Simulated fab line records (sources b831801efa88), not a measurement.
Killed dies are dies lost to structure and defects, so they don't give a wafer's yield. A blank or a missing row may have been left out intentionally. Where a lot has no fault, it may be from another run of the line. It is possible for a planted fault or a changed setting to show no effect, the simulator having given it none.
Matching of chambers	flow gf180mcu	GF_M4_STRIP_18 on wet-bench-01: 3 sister chambers
The step strips in post etch residue remover, time 1200 s. 6 wafers are shown with their chamber, then 4 later ones without.

== WAFERS WITH THEIR CHAMBER ==
wafer	chamber	bath-heat-duty-pct (%)
L317.5	1	17.4
L317.6	1	14.3
L324.3	0	16.6
L324.5	0	15.5
L326.1	3	12.5
L326.5	3	13.5

== WAFERS MISSING THEIR CHAMBER ==
wafer	bath-heat-duty-pct (%)
L326.6	12.7
L327.1	12.2
L327.2	12.8
L327.5	12.8

== EACH ONE'S CHAMBER ==
wafer	from the rows above	in truth
L326.6	3	3
L327.1	3	3
L327.2	3	3
L327.5	3	3
Placed correctly: 4 of 4. Left unplaced by these rows: 0. 0 placed wrongly.
How it was worked out, from the rows above alone: a wafer's distance from a chamber is the root of the sum, over the readings, of the square of ((its reading less the chamber's mean) divided by the reading's scatter). The wafer belongs to the nearest chamber; if the next one is less than 2 further off, it can't be placed. The mean given for a chamber averages the wafers shown for that chamber. The scatter: the root of (the sum of the squares of (reading less its chamber's mean) over the shown wafers, divided by (wafers less chambers)).
